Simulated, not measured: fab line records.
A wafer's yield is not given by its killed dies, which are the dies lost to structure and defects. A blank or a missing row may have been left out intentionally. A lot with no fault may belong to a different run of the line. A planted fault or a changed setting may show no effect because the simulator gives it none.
Comparing a struck lot with a sound one -- flow sky130 -- 36 steps out of a route of 708
Sound: the wafers L717.3, L717.4, L717.6. Wafers struck: L719.1, L719.2, L719.5. At the end, the cause is stated.
Per side, at each step with rows, come the tool, then ch with its chambers, and then its first start. Under that, the readings that differ: sound wafers -- struck wafers -- difference of the means -- sigmas: that difference in standard deviations of wafers without a fault.
alike: a reading whose means differ by less than 2 such deviations, as well as words and numbers matching on both sides. not compared: withheld readings; readings where some wafer has no value; bounds like >300 that might hide an equal value; numbers whose values overlap and for which the record gives no deviation.
Wherever a step has rows on one side only, a row that says differs or no value, or a row with sigmas, the two part there. Numbers that don't overlap but have no deviation are shown without sigmas and don't part them. A reading that every wafer of one side lacks parts them only if that side has two wafers or more.

first, 6 steps without rows for these wafers: SKY_PWDE_HMDS_01 (prime time 60 s); SKY_PWDE_COAT_02 (resist thk 3000 nm); SKY_PWDE_SOFTBAKE_03; SKY_PWDE_EXPOSE_04 (exposes mask PWDEM, target cd 840 nm); SKY_PWDE_PEB_05; SKY_PWDE_DEVELOP_06 (develop time 60 s).
SKY_PWDE_OVL_MEAS_07:
  struck on overlay-01, day 5 16:43; sound on overlay-02, day 5 08:26
  alike: PWDE_OVL
next, for these wafers, 1 step has no rows: SKY_PWDE_IMPLANT_08.
SKY_PWDE_STRIP_09: strips in O2/N2.
  sound on plasma-asher-03 ch 0,1, day 5 08:38; struck on plasma-asher-02 ch 0,1, day 5 16:54
  alike: drypump-motor-current-A, oes-product-au, strip-time-to-endpoint-s
  not compared: rf-hours-counter-h
SKY_PWDE_TW_MEAS_10:
  struck on film-metro-03, day 5 17:00; sound on film-metro-02, day 5 08:43
  alike: PWDE_TW
then, 2 steps without rows for these wafers: SKY_NWELL_DEHYDRATE_03 (time 60 s); SKY_NWELL_HMDS_04 (prime time 60 s).
SKY_NWELL_COAT_05: resist thk 3000 nm.
  sound on litho-track-01 ch 0, day 5 17:11; struck on litho-track-01, day 6 01:38
  no value came back on the struck wafers for chill-plate-temp-C (C), dispense-pressure-kPa (kPa), spin-speed-rpm (rpm); on the sound wafers chill-plate-temp-C (C) reads 23.12 22.93 22.94
then, 4 steps without rows for these wafers: SKY_NWELL_SOFTBAKE_06; SKY_NWELL_EXPOSE_07 (exposes mask NWM, target cd 840 nm); SKY_NWELL_PEB_08; SKY_NWELL_DEVELOP_09 (develop time 60 s).
SKY_NWELL_OVL_MEAS_10:
  struck on overlay-02, day 6 10:59; sound on overlay-01, day 6 02:20
reading,sound,struck,difference,sigmas
NWELL_00_OVL (nm),-2.1 -1.3 -0.6,- - -,no value on the struck wafers,
then, 3 steps without rows for these wafers: SKY_NWELL_IMPLANT_11; SKY_NWELL_IMPLANT_12; SKY_NWELL_IMPLANT_13.
SKY_NWELL_STRIP_14: strips in O2/N2.
  sound on plasma-asher-03 ch 0,1, day 6 02:51; struck on plasma-asher-02 ch 0,1, day 6 11:28
  no value came back on the struck wafers for oes-product-au (a.u.), strip-time-to-endpoint-s (s); on the sound wafers oes-product-au (a.u.) reads 0.725 0.715 0.718
  alike: drypump-motor-current-A
  not compared: rf-hours-counter-h
SKY_NWELL_TW_MEAS_15:
  struck on film-metro-01, day 6 11:34; sound on film-metro-01, day 6 02:56
  alike: NWELL_TW
then, 7 steps without rows for these wafers: SKY_NWELL_DEHYDRATE_16 (time 60 s); SKY_NWELL_HMDS_17 (prime time 60 s); SKY_NWELL_COAT_18 (resist thk 3000 nm); SKY_NWELL_SOFTBAKE_19; SKY_NWELL_EXPOSE_20 (exposes mask NWM COMPLEMENT, target cd 840 nm); SKY_NWELL_PEB_21; SKY_NWELL_DEVELOP_22 (develop time 60 s).
SKY_NWELL_OVL_MEAS_23:
  struck on overlay-01, day 7 06:58; sound on overlay-02, day 6 22:14
  alike: NWELL_01_OVL
next, for these wafers, 1 step has no rows: SKY_NWELL_IMPLANT_24.
SKY_NWELL_STRIP_25: strips in O2/N2.
  sound on plasma-asher-04 ch 0,1, day 6 22:27; struck on plasma-asher-03 ch 0,1, day 7 07:09
  alike: drypump-motor-current-A, oes-product-au, strip-time-to-endpoint-s
  not compared: rf-hours-counter-h
SKY_NWELL_TW_MEAS_26:
  struck on film-metro-02, day 7 07:15; sound on film-metro-01, day 6 22:32
reading,sound,struck,difference,sigmas
NWELL_2_TW,492 491 493,1841 1837 1828,+1343,+99 or more
then, 1 step without rows for these wafers: SKY_NWELL_CLEAN_27 (cleans in SC1/SC2, time 150 s).
-- the record jumps here: 40 days lie between the struck wafers' starts before and after (it left off in module NWELL and takes up again in module PAD_OPEN, whose first step shown is number 708 of the route) --
SKY_PAD_OPEN_PROBE_99:
  rows exist in the record for the struck wafers here (prober-01, day 47 18:45), but not for the sound ones

WHERE THEY PART
Last at SKY_PAD_OPEN_PROBE_99 as far as this record goes, first at SKY_NWELL_COAT_05.

WHY: what had been put in by the simulator
Step skipped in full: litho-track-01, at SKY_NWELL_COAT_05, from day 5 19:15 onward. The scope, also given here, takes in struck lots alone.
